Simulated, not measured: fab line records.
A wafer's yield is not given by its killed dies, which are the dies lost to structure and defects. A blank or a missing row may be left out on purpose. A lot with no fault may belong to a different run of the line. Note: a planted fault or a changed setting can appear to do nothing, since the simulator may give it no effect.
Problem report in the 8D (eight disciplines) form, filled by code || flow sfqLine || the parts of the form that need people (team, actions taken, sign-off) are left out

== 1. WHAT WENT WRONG ==
At SFQ_TRILAYER_I1_CMP_CMP_046, platenRpm averages 65.99 rpm over 2 wafers from 2 lots, while fault-free wafers read 60.00 rpm, standard deviation 0.042. So: +99 or more standard deviations from the usual mean.
The step: polishes SiO2.
First observed at day 16 09:49: wafer L932.6, on cmp-01. The record has a number at this step for 42 wafers belonging to 14 lots. Rule for "out" (also "out of limits"): further than 4 standard deviations from the usual mean. The rest of the wafers with a number are treated as sound.

== 2. WHAT THIS IS AND IS NOT ==
{"question": "which readings at this step", "is": "platenRpm", "is not": "motorCurrentA"}
{"question": "which lots", "is": "L932, L933", "is not": "L923, L924, L925, L928, L929, L930, L931, L936, L942, L943, L944, L945"}
{"question": "which wafers of those lots", "is": "L932.6, L933.1", "is not": "L932.1, L932.3, L933.5, L933.6"}
{"question": "read on which tools", "is": "cmp-01", "is not": "cmp-02"}
{"question": "when", "is": "from day 16 09:49", "is not": "up to then (23 sound wafers); but 17 sound wafers of L933, L936, L942, L943, L944, L945 came after"}

== 3. THE SUSPECTS, EACH WITH WHAT RULES IT OUT ==
Counting: if a tool at a process step up to the reading ran every lot that is out, it stays a suspect. Sound lots after the first of them don't rule it out here, since some wafers of a struck lot are sound.
- rieMetal-04 at SFQ_TRILAYER_M0_BARC_OPEN_METAL_ETCH_031 (etches BARC in O2, target depth 125 nm, time 41.7 s): kept. It ran every lot that is out, first L932 (day 9 19:34); its last sound lot up to then is L928 (day 8 10:25).
- cmp-01 at SFQ_TRILAYER_I1_CMP_CMP_046 (polishes SiO2): kept. It ran every lot that is out, first L932 (day 16 07:19); its last sound lot up to then is L931 (day 15 12:55). On those wafers its own readings are out: platenRpm.
- cmp-01, SFQ_TRILAYER_I1_CMP_CMP_046: wafers that are out in chamber 1, sound lot-mates in chambers 0, 2, 3.
Left after counting: rieMetal-04 at SFQ_TRILAYER_M0_BARC_OPEN_METAL_ETCH_031, cmp-01 at SFQ_TRILAYER_I1_CMP_CMP_046.

== 4. THE CAUSE (what the simulator had put in) ==
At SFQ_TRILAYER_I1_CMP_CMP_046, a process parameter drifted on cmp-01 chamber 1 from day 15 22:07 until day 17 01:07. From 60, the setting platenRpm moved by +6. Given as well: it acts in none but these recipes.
Counting leaves 2 suspects; this tool is one of them.

== 5. THE CHAIN OF EFFECTS, in route order ==
One row per reading whose mean, taken over the struck wafers that have a number, lies over 3 standard deviations from the usual. Only readings whose record carries a usual standard deviation are examined. hours: median over the lots of the time between each lot's start at the first step of this table that gives one and its start at this step. sigmas: the change, counted in usual standard deviations.
{"hours": 0, "step": "SFQ_TRILAYER_I1_CMP_CMP_046", "reading": "platenRpm", "usual": "60.00 rpm", "on struck wafers": 65.99, "change": "+5.99", "sigmas": "+99 or more"}
Here are the process steps it includes:
- SFQ_TRILAYER_I1_CMP_CMP_046: polishes SiO2.

== 6. WHAT WOULD HAVE CAUGHT IT SOONER ==
The fault began at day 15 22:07; the first out-of-limits reading in this record came at day 16 09:49, 12 hours later.
